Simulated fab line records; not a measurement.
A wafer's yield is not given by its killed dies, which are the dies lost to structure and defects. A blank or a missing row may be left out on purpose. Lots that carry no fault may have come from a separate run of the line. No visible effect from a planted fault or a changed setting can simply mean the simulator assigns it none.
fab line records + flow gf180mcu
record:
- lots: 5
- wafers: 15
- lastDay: 34
route steps=602 shown V5@540
lots that met no fault: taken from a fault-free run of the same line
startH: hours from the record's first day to the start of the lot's first wafer shown + waitH: hours from the lot's prior step to this one + " same as the row above + L1.1+2: a single row standing in for several wafers + - value missing, or start not given + * or withheld: withheld + < > ~ a bound
route shown NAME@n: a module of which the file shows steps, and the number in the route of the first + usual: mean/standard deviation of fault-free wafers + same: alike in all rows + chamber/n: place in a boat + sites: readings site by site + _std_site: their standard deviation + _edge_site: inner sites' mean taken away from outer sites' mean + radiusMm: for every site, how far away it sits from the centre of the wafer + mask NAME#n: copy n + behind: the tool/chamber that last shaped the wafer + hold: reason for holding the lot/hours on hold/outcome of the hold + device: names the non-switching transistor (n, p or np) + end of line: the route-end tests of the same wafers + a step without rows: its recipe alone + killed: the dies lost at the first sort to structure and to defects; this is not the yield of the wafer + map: the dies of a wafer, with x for killed, . for not killed, _ for no die there
set.NAME: the setting as run; set.NAME@STEP: as run at that earlier step + model.NAME: the simulator's own value behind a step, which no gauge read
certain route steps with their lots: each step a table, each wafer a row
services: a tool's chamber out of use, with start hour (startH, from the record's first day; less than 0 if before it), hours out, and reason
== steps ==
step: GF_V5_CVD_00
recipe:
- material: SiO2
- targetThkNm: 300
- sigmaOpenFrac: 0.3
- tempC: 400
- timeS: 50
- sih4FlowSccm: 60
- pressureMtorr: 6
usual:
- pressureMtorr: 6.000/0.011
| lot.wafer | tool      | chamber | startH | waitH | pressureMtorr |
|-----------|-----------|---------|--------|-------|---------------|
| L078.2    | hdpcvd-02 | 2       | 644.35 | 0.0   | 6.016         |
| L078.5    | "         | 2       | "      | "     | 6.025         |
| L078.6    | "         | 0       | "      | "     | 6.006         |
| L083.1    | hdpcvd-02 | 2       | 679.96 | 0.0   | 5.993         |
| L083.2    | "         | 1       | "      | "     | 6.000         |
| L083.3    | "         | 0       | "      | "     | 5.995         |
| L089.1    | hdpcvd-01 | 2       | 725.26 | 0.0   | 5.984         |
| L089.2    | "         | 1       | "      | "     | 5.999         |
| L089.5    | "         | 0       | "      | "     | 5.990         |
| L092.3    | hdpcvd-02 | 2       | 741.55 | 0.0   | 6.004         |
| L092.5    | "         | 1       | "      | "     | 5.984         |
| L092.6    | "         | 2       | "      | "     | 6.010         |
| L094.1    | hdpcvd-02 | 0       | 753.57 | 0.0   | 6.008         |
| L094.2    | "         | 2       | "      | "     | 6.008         |
| L094.5    | "         | 2       | "      | "     | 6.001         |
step: GF_V5_THK_MEAS_01
recipe:
- reads: SiO2_of_V5_CVD_00
usual:
- V5_CVD_00_THK: 300/3
| lot.wafer | tool         | chamber | startH | waitH | V5_CVD_00_THK[nm] |
|-----------|--------------|---------|--------|-------|-------------------|
| L078.2    | filmMetro-03 | -       | 644.41 | 0.0   | 297               |
| L078.5    | "            | -       | "      | "     | 301               |
| L078.6    | "            | -       | "      | "     | 299               |
| L083.1    | filmMetro-03 | -       | 680.01 | 0.0   | 300               |
| L083.2    | "            | -       | "      | "     | 299               |
| L083.3    | "            | -       | "      | "     | 297               |
| L089.1    | filmMetro-03 | -       | 725.30 | 0.0   | 300               |
| L089.2    | "            | -       | "      | "     | 306               |
| L089.5    | "            | -       | "      | "     | 300               |
| L092.3    | filmMetro-02 | -       | 741.61 | 0.0   | 298               |
| L092.5    | "            | -       | "      | "     | 305               |
| L092.6    | "            | -       | "      | "     | 299               |
| L094.1    | filmMetro-02 | -       | 753.62 | 0.0   | 298               |
| L094.2    | "            | -       | "      | "     | 301               |
| L094.5    | "            | -       | "      | "     | 297               |
step: GF_V5_CVD_02
recipe:
- material: SiO2
- targetThkNm: 1450
- precursor: TEOS
- tempC: 400
- timeS: 163.28
- rfW: 600
usual:
- heaterPowerOuterW: 406/59
- heaterPowerW: 679/82
| lot.wafer | tool     | chamber | startH | waitH | heaterPowerOuterW | heaterPowerW |
|-----------|----------|---------|--------|-------|-------------------|--------------|
| L078.2    | pecvd-04 | 1       | 644.46 | 0.0   | 380               | 634          |
| L078.5    | "        | 1       | "      | "     | 296               | 540          |
| L078.6    | "        | 2       | "      | "     | 408               | 649          |
| L083.1    | pecvd-04 | 0       | 680.07 | 0.1   | 414               | 759          |
| L083.2    | "        | 2       | "      | "     | 502               | 778          |
| L083.3    | "        | 2       | "      | "     | 410               | 639          |
| L089.1    | pecvd-01 | 0       | 725.36 | 0.1   | 433               | 718          |
| L089.2    | "        | 1       | "      | "     | 434               | 714          |
| L089.5    | "        | 2       | "      | "     | 320               | 573          |
| L092.3    | pecvd-04 | 0       | 741.65 | 0.0   | 444               | 748          |
| L092.5    | "        | 0       | "      | "     | 338               | 628          |
| L092.6    | "        | 1       | "      | "     | 390               | 663          |
| L094.1    | pecvd-02 | 1       | 753.68 | 0.1   | 400               | 632          |
| L094.2    | "        | 0       | "      | "     | 457               | 813          |
| L094.5    | "        | 2       | "      | "     | 290               | 500          |
step: GF_V5_THK_MEAS_03
recipe:
- reads: SiO2_of_V5_CVD_02
usual:
- V5_CVD_02_THK: 1451/18
| lot.wafer | tool         | chamber | startH | waitH | V5_CVD_02_THK[nm] |
|-----------|--------------|---------|--------|-------|-------------------|
| L078.2    | filmMetro-02 | -       | 644.58 | 0.1   | 1411              |
| L078.5    | "            | -       | "      | "     | 1456              |
| L078.6    | "            | -       | "      | "     | 1454              |
| L083.1    | filmMetro-03 | -       | 680.23 | 0.1   | 1425              |
| L083.2    | "            | -       | "      | "     | 1425              |
| L083.3    | "            | -       | "      | "     | 1453              |
| L089.1    | filmMetro-03 | -       | 725.47 | 0.1   | 1428              |
| L089.2    | "            | -       | "      | "     | 1434              |
| L089.5    | "            | -       | "      | "     | 1436              |
| L092.3    | filmMetro-04 | -       | 741.78 | 0.1   | 1426              |
| L092.5    | "            | -       | "      | "     | 1447              |
| L092.6    | "            | -       | "      | "     | 1424              |
| L094.1    | filmMetro-03 | -       | 753.79 | 0.1   | 1443              |
| L094.2    | "            | -       | "      | "     | 1420              |
| L094.5    | "            | -       | "      | "     | 1473              |
step: GF_V5_CMP_04
recipe:
- material: SiO2
- downForcePsi: 4
- platenRpm: 60
- padVelocityMS: 0.94248
usual:
- motorCurrentA: 12.3/1.5
| lot.wafer | tool   | chamber | startH | waitH | motorCurrentA |
|-----------|--------|---------|--------|-------|---------------|
| L078.2    | cmp-01 | 3       | 644.78 | 0.2   | 12.2          |
| L078.5    | "      | 0       | "      | "     | 11.1          |
| L078.6    | "      | 1       | "      | "     | 9.8           |
| L083.1    | cmp-01 | 1       | 680.29 | 0.1   | 10.2          |
| L083.2    | "      | 2       | "      | "     | 13.5          |
| L083.3    | "      | 0       | "      | "     | 10.8          |
| L089.1    | cmp-01 | 2       | 725.53 | 0.1   | 14.2          |
| L089.2    | "      | 3       | "      | "     | 12.2          |
| L089.5    | "      | 2       | "      | "     | 13.8          |
| L092.3    | cmp-02 | 2       | 741.87 | 0.1   | 13.8          |
| L092.5    | "      | 1       | "      | "     | 11.0          |
| L092.6    | "      | 2       | "      | "     | 13.8          |
| L094.2    | cmp-02 | 2       | 753.85 | 0.0   | 13.6          |
| L094.1    | "      | 3       | "      | "     | 13.1          |
| L094.5    | "      | 3       | "      | "     | 14.4          |
step: GF_V5_BOW_MEAS_05
recipe:
- mode: bow
usual:
- V5_BOW: 132/11
| lot.wafer | tool         | chamber | startH | waitH | V5_BOW[um] |
|-----------|--------------|---------|--------|-------|------------|
| L078.2    | filmMetro-02 | -       | 644.95 | 0.1   | 118        |
| L078.5    | "            | -       | "      | "     | 128        |
| L078.6    | "            | -       | "      | "     | 132        |
| L083.1    | filmMetro-04 | -       | 680.59 | 0.2   | 132        |
| L083.2    | "            | -       | "      | "     | 138        |
| L083.3    | "            | -       | "      | "     | 133        |
| L089.1    | filmMetro-02 | -       | 725.83 | 0.2   | 135        |
| L089.2    | "            | -       | "      | "     | 127        |
| L089.5    | "            | -       | "      | "     | 144        |
| L092.3    | filmMetro-02 | -       | 742.16 | 0.2   | 132        |
| L092.5    | "            | -       | "      | "     | 128        |
| L092.6    | "            | -       | "      | "     | 144        |
| L094.1    | filmMetro-04 | -       | 754.15 | 0.2   | 132        |
| L094.2    | "            | -       | "      | "     | 135        |
| L094.5    | "            | -       | "      | "     | 134        |
step: GF_V5_DEHYDRATE_06
recipe:
- tempC: 200
- timeS: 60
usual:
- exhaustPa: 44.9/0.85
| lot.wafer | tool          | chamber | startH | waitH | exhaustPa |
|-----------|---------------|---------|--------|-------|-----------|
| L078.2    | lithoTrack-02 | 0       | 654.40 | 9.4   | 43.2      |
| L078.5    | "             | 0       | "      | "     | 44.0      |
| L078.6    | "             | 0       | "      | "     | 43.5      |
| L083.1    | lithoTrack-01 | 0       | 688.68 | 8.1   | 46.0      |
| L083.2    | "             | 0       | "      | "     | 45.5      |
| L083.3    | "             | 0       | "      | "     | 47.0      |
| L089.1    | lithoTrack-02 | 0       | 733.78 | 7.9   | 44.2      |
| L089.2    | "             | 0       | "      | "     | 44.1      |
| L089.5    | "             | 0       | "      | "     | 44.3      |
| L092.3    | lithoTrack-01 | 0       | 748.73 | 6.6   | 45.3      |
| L092.5    | "             | 0       | "      | "     | 45.7      |
| L092.6    | "             | 0       | "      | "     | 46.7      |
| L094.1    | lithoTrack-01 | 0       | 762.28 | 8.1   | 45.1      |
| L094.2    | "             | 0       | "      | "     | 45.6      |
| L094.5    | "             | 0       | "      | "     | 44.9      |
step: GF_V5_HMDS_07
recipe:
- primeTimeS: 60
- primeTempC: 120
usual:
- exhaustPa: 45.0/0.92
- primeTempC: 119.99/0.13
| lot.wafer | tool          | chamber | startH | waitH | exhaustPa | primeTempC |
|-----------|---------------|---------|--------|-------|-----------|------------|
| L078.2    | lithoTrack-02 | 0       | 654.55 | 0.1   | 44.4      | 120.04     |
| L078.5    | "             | 0       | "      | "     | 45.4      | 119.97     |
| L078.6    | "             | 0       | "      | "     | 45.9      | 119.97     |
| L083.1    | lithoTrack-01 | 0       | 688.83 | 0.1   | 46.3      | 119.80     |
| L083.2    | "             | 0       | "      | "     | 45.2      | 119.93     |
| L083.3    | "             | 0       | "      | "     | 45.2      | 119.82     |
| L089.1    | lithoTrack-02 | 0       | 733.93 | 0.1   | 43.7      | 119.91     |
| L089.2    | "             | 0       | "      | "     | 43.3      | 119.96     |
| L089.5    | "             | 0       | "      | "     | 45.3      | 120.17     |
| L092.3    | lithoTrack-01 | 0       | 748.88 | 0.1   | 46.7      | 120.03     |
| L092.5    | "             | 0       | "      | "     | 45.2      | 120.30     |
| L092.6    | "             | 0       | "      | "     | 45.3      | 119.98     |
| L094.1    | lithoTrack-01 | 0       | 762.43 | 0.1   | 42.7      | 120.13     |
| L094.2    | "             | 0       | "      | "     | 44.4      | 120.01     |
| L094.5    | "             | 0       | "      | "     | 43.3      | 119.92     |
step: GF_V5_COAT_08
recipe:
- resist: BARC
- tempC: withheld
- timeS: withheld
- spinRpm: withheld
- resistThkNm: withheld
usual:
- exhaustPa: 44.9/0.88
| lot.wafer | tool          | chamber | startH | waitH | exhaustPa |
|-----------|---------------|---------|--------|-------|-----------|
| L078.2    | lithoTrack-02 | 0       | 654.70 | 0.1   | 45.3      |
| L078.5    | "             | 0       | "      | "     | 44.3      |
| L078.6    | "             | 0       | "      | "     | 45.6      |
| L083.1    | lithoTrack-01 | 0       | 688.98 | 0.1   | 44.4      |
| L083.2    | "             | 0       | "      | "     | 45.4      |
| L083.3    | "             | 0       | "      | "     | 45.7      |
| L089.1    | lithoTrack-02 | 0       | 734.08 | 0.1   | 45.0      |
| L089.2    | "             | 0       | "      | "     | 45.1      |
| L089.5    | "             | 0       | "      | "     | 45.3      |
| L092.3    | lithoTrack-01 | 0       | 749.03 | 0.1   | 44.1      |
| L092.5    | "             | 0       | "      | "     | 45.3      |
| L092.6    | "             | 0       | "      | "     | 45.0      |
| L094.1    | lithoTrack-01 | 0       | 762.58 | 0.1   | 44.6      |
| L094.2    | "             | 0       | "      | "     | 45.6      |
| L094.5    | "             | 0       | "      | "     | 45.7      |
step: GF_V5_COAT_09
recipe:
- resist: KrF
- spinRpm: withheld
- resistThkNm: 1000
usual:
- exhaustPa: 45.1/0.99
| lot.wafer | tool          | chamber | startH | waitH | exhaustPa |
|-----------|---------------|---------|--------|-------|-----------|
| L078.2    | lithoTrack-02 | 0       | -      | -     | 43.6      |
| L078.5    | "             | 0       | "      | "     | 43.8      |
| L078.6    | "             | 0       | "      | "     | 44.3      |
| L083.1    | lithoTrack-01 | 0       | -      | -     | 45.6      |
| L083.2    | "             | 0       | "      | "     | 46.8      |
| L083.3    | "             | 0       | "      | "     | 46.0      |
| L089.1    | lithoTrack-02 | 0       | -      | -     | 45.7      |
| L089.2    | "             | 0       | "      | "     | 44.8      |
| L089.5    | "             | 0       | "      | "     | 45.3      |
| L092.3    | lithoTrack-01 | 0       | -      | -     | 43.6      |
| L092.5    | "             | 0       | "      | "     | 45.5      |
| L092.6    | "             | 0       | "      | "     | 44.8      |
| L094.1    | lithoTrack-01 | 0       | -      | -     | 45.6      |
| L094.2    | "             | 0       | "      | "     | 45.4      |
| L094.5    | "             | 0       | "      | "     | 44.8      |
step: GF_V5_SOFTBAKE_10
recipe:
- tempC: 130
- timeS: 60
- resist: KrF
usual:
- exhaustPa: 44.9/0.81
| lot.wafer | tool          | chamber | startH | waitH | exhaustPa |
|-----------|---------------|---------|--------|-------|-----------|
| L078.2    | lithoTrack-02 | 0       | -      | -     | 44.5      |
| L078.5    | "             | 0       | "      | "     | 44.7      |
| L078.6    | "             | 0       | "      | "     | 45.4      |
| L083.1    | lithoTrack-01 | 0       | -      | -     | 44.4      |
| L083.2    | "             | 0       | "      | "     | 44.8      |
| L083.3    | "             | 0       | "      | "     | 44.3      |
| L089.1    | lithoTrack-02 | 0       | -      | -     | 44.4      |
| L089.2    | "             | 0       | "      | "     | 42.8      |
| L089.5    | "             | 0       | "      | "     | 44.5      |
| L092.3    | lithoTrack-01 | 0       | -      | -     | 45.2      |
| L092.5    | "             | 0       | "      | "     | 45.1      |
| L092.6    | "             | 0       | "      | "     | 45.9      |
| L094.1    | lithoTrack-01 | 0       | -      | -     | 46.0      |
| L094.2    | "             | 0       | "      | "     | 44.9      |
| L094.5    | "             | 0       | "      | "     | 45.4      |
step: GF_V5_EXPOSE_11
recipe:
- maskId: Via5
- targetCdNm: 260
- na: 0.68
- sourceShape: conventional
- sigmaOuter: 0.6
- doseMj: 37.09
| lot.wafer  | tool          | chamber | startH | waitH | mask   |
|------------|---------------|---------|--------|-------|--------|
| L078.2+5+6 | krfScanner-02 | 0       | -      | -     | Via5#0 |
| L083.1+2+3 | krfScanner-01 | 0       | -      | -     | Via5#0 |
| L089.1+2+5 | krfScanner-01 | 0       | -      | -     | Via5#0 |
| L092.3+5+6 | krfScanner-02 | 0       | -      | -     | Via5#0 |
| L094.1+2+5 | krfScanner-02 | 0       | -      | -     | Via5#0 |
== services ==
| tool          | chamber | startH | hours | kind        |
|---------------|---------|--------|-------|-------------|
| pecvd-01      | -       | 620.48 | 2.8   | pm          |
| pecvd-01      | -       | 632.77 | 0.2   | repair      |
| krfScanner-02 | -       | 642.28 | 0.8   | pm          |
| krfScanner-02 | 0       | 646.23 | -     | calibration |
| pecvd-01      | -       | 653.06 | 0.5   | repair      |
| cmp-02        | -       | 663.03 | 7.2   | pm          |
| krfScanner-02 | -       | 668.17 | 1.3   | pm          |
| cmp-01        | -       | 671.23 | 8.1   | pm          |
| pecvd-04      | 1       | 674.66 | 6.0   | repair      |
| krfScanner-01 | -       | 676.87 | 0.8   | pm          |
| krfScanner-01 | -       | 683.68 | 0.8   | pm          |
| krfScanner-01 | -       | 685.14 | 1.3   | pm          |
| cmp-02        | -       | 686.00 | 1.0   | repair      |
| cmp-01        | -       | 687.21 | 3.3   | repair      |
| krfScanner-01 | -       | 689.78 | 1.0   | pm          |
| pecvd-02      | -       | 691.93 | 0.9   | repair      |
| cmp-02        | -       | 703.63 | 3.8   | repair      |
| hdpcvd-02     | 0       | 719.70 | 6.8   | repair      |
| krfScanner-02 | -       | 725.25 | 0.2   | repair      |
| pecvd-02      | -       | 738.05 | 2.8   | pm          |
| krfScanner-01 | 0       | 741.41 | -     | calibration |
| cmp-02        | -       | 744.00 | 4.0   | pm          |
| hdpcvd-02     | 2       | 757.79 | 4.5   | repair      |
| krfScanner-01 | -       | 761.99 | 5.5   | repair      |
== key ==
fault none
